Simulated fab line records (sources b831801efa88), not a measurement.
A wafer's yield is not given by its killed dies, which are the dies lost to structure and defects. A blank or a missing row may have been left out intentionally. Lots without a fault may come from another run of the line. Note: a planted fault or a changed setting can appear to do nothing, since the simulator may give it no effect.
Problem report, 8D (eight disciplines) form, completed by code ; flow sky130 ; the parts of the form that need people (team, actions taken, sign-off) are left out

## 1. WHAT WENT WRONG
SKY_FIELD_ISO_ETCH_17, bias_w: mean 162.8 W on 2 wafers (1 lot); fault-free wafers 150.0 W, standard deviation 0.46. Measured from the usual mean, that is +28 standard deviations.
The step: etches Si in HBr/Cl2/O2, target depth 342 nm, time 97.7 s.
First observed at day 5 08:29: wafer L280.1, on rie_si-01. The record has a number at this step for 15 wafers belonging to 5 lots. The rule behind "out" and "out of limits": a value lying over 4 standard deviations away from the usual mean. The other wafers with a number count as sound.

## 2. WHAT IT IS; WHAT IT IS NOT
question;is;is not
which readings at this step;bias_w;drypump_motor_current_A, throttle_valve_pct
which lots;L280;L267, L272, L282, L287
which wafers of those lots;L280.1, L280.4;L280.6
read on which tools;rie_si-01;rie_si-02
when;from day 5 08:29;"up to then (7 sound wafers); but 6 sound wafers of L282, L287 came after"

## 3. SUSPECTS, AND WHAT RULES EACH OUT
Counting: if a tool at a process step up to the reading ran every lot that is out, it stays a suspect. Sound lots after the first of them don't rule it out here, since some wafers of a struck lot are sound.
- rie_diel-02 at SKY_FIELD_ISO_ETCH_14 (etches BARC in N2/H2, stops on SiO2, time 45.9 s, target depth 60 nm): kept. The lot that is out, L280, ran on it at day 5 08:17; the last sound lot it ran before that was L272, at day 3 11:42.
- rie_diel-02 at SKY_FIELD_ISO_ETCH_15 (etches the open film in CHF3/O2, stops on Si, target depth 180 nm, time 72 s): kept. The lot that is out, L280, ran on it at day 5 08:20; the last sound lot it ran before that was L272, at day 3 11:44.
- plasma_asher-01 at SKY_FIELD_ISO_STRIP_16 (strips in O2/N2): kept. It ran the lot that is out, L280 (day 5 08:23).
- rie_si-01 at SKY_FIELD_ISO_ETCH_17 (etches Si in HBr/Cl2/O2, target depth 342 nm, time 97.7 s): kept. The lot that is out, L280, ran on it at day 5 08:29; the last sound lot it ran before that was L272, at day 3 11:54. Out on those wafers are its own readings of bias_w.
- The sound lot-mates ran in chamber 0 of rie_si-01 at SKY_FIELD_ISO_ETCH_17, but the wafers that are out ran in chamber 1.
Left after counting: rie_diel-02 at SKY_FIELD_ISO_ETCH_14, rie_diel-02 at SKY_FIELD_ISO_ETCH_15, plasma_asher-01 at SKY_FIELD_ISO_STRIP_16, rie_si-01 at SKY_FIELD_ISO_ETCH_17.

## 4. THE CAUSE (what the simulator had put in)
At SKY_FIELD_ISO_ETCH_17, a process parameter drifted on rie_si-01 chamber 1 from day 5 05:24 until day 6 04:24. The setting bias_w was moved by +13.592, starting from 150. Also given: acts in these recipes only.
After counting, 4 suspects remain, this tool included.

## 5. SEQUENCE OF EFFECTS, ordered by route
One row per reading whose mean, taken over the struck wafers that have a number, lies over 3 standard deviations from the usual. Readings are gone through only where the record gives a usual standard deviation; hours: the median, over the lots, of the time from a lot's start at the first step in this table giving one to that lot's start at this step; sigmas: the change measured in usual standard deviations.
hours;step;reading;usual;on struck wafers;change;sigmas
0;SKY_FIELD_ISO_ETCH_17;bias_w;150.0 W;162.8;+12.8;+28
Here are the process steps it includes:
- SKY_FIELD_ISO_ETCH_17: etches Si in HBr/Cl2/O2, target depth 342 nm, time 97.7 s.

## 6. HOW IT WOULD HAVE BEEN CAUGHT EARLIER
The fault began at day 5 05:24; the first out-of-limits reading in this record came at day 5 08:29, 3 hours later.
